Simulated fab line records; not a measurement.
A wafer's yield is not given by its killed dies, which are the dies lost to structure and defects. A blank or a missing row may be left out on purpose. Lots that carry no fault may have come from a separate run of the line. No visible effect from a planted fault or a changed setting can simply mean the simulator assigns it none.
2 desks looking at one fault || flow gf180mcu || numbers are kept per desk, each desk with only its own; the story behind them comes last

FOR THE TOOL OWNER'S DESK: pvd_sputter-04
The tool's own readings at GF_TOP_METAL_SPUTTER_02 (material AlCu, target thk 900 nm, time 47.82 s): means of the sampled wafers that have a number, for each lot that ran on this tool. If a lot's mean is further than 4 standard deviations from the usual mean, the lot is out of limits and carries the mark OUT (the distance appears in the brackets).
Columns: A = throttle_valve_pct at GF_TOP_METAL_SPUTTER_02, usual 30.0 %
{"lot": "L563", "first seen here": "day 27 17:20", "A": 29.3}
{"lot": "L566", "first seen here": "day 28 18:01", "A": 29.1}
{"lot": "L567", "first seen here": "day 28 23:47", "A": 28.2}
{"lot": "L573", "first seen here": "day 30 21:47", "A": 30.2}
This desk found nothing out of limits on any of the 4 lots.

FROM THE METROLOGY DESK
Lot by lot, what the gauges showed, no matter which tool ran the lot: averages of those sampled wafers that carry a number. If a lot's mean is further than 4 standard deviations from the usual mean, the lot is out of limits and carries the mark OUT (the distance appears in the brackets).
Columns: A = TOP_METAL_ALCU_RS at GF_TOP_METAL_RS_MEAS_05, usual 0.0327 ohm/sq; B = TOP_METAL_ALCU_THK at GF_TOP_METAL_THK_MEAS_06, usual 903 nm
{"lot": "L563", "first seen here": "day 27 17:25", "A": 0.0328, "B": 897}
{"lot": "L565", "first seen here": "day 28 17:48", "A": 0.0336, "B": 880}
{"lot": "L566", "first seen here": "day 28 18:07", "A": 0.0323, "B": 907}
{"lot": "L567", "first seen here": "day 28 23:53", "A": 0.0328, "B": 907}
{"lot": "L568", "first seen here": "day 29 10:11", "A": 0.0326, "B": 907}
{"lot": "L571", "first seen here": "day 30 12:45", "A": 0.0328, "B": 901}
{"lot": "L573", "first seen here": "day 30 21:53", "A": "0.0309 (-5.4) OUT", "B": "962 (+6.2) OUT"}
{"lot": "L578", "first seen here": "day 32 06:55", "A": 0.0321, "B": 921}
{"lot": "L580", "first seen here": "day 32 16:02", "A": 0.0331, "B": 895}
{"lot": "L582", "first seen here": "day 33 02:08", "A": 0.0327, "B": 902}
Finding of this desk: L573 out of limits, first seen on L573 at day 30 21:53 (TOP_METAL_ALCU_RS at GF_TOP_METAL_RS_MEAS_05). L563, L565, L566, L567, L568, L571, L578, L580, L582: within limits.

ALL TOGETHER
At day 30 21:53 the metrology desk could have sounded an alarm, on L573.
The desk of the tool owner found nothing out of limits.
On record at the tool owner's desk: L573, within its limits.
The lots listed all ran GF_TOP_METAL_SPUTTER_02 on pvd_sputter-04.

WHAT THE SIMULATOR HAD PUT IN
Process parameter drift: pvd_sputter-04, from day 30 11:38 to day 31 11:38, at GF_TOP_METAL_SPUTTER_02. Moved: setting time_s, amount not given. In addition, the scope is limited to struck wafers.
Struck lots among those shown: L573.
Time in hours between the start of the fault and the first out-of-limits reading at each desk: metrology desk, 10.
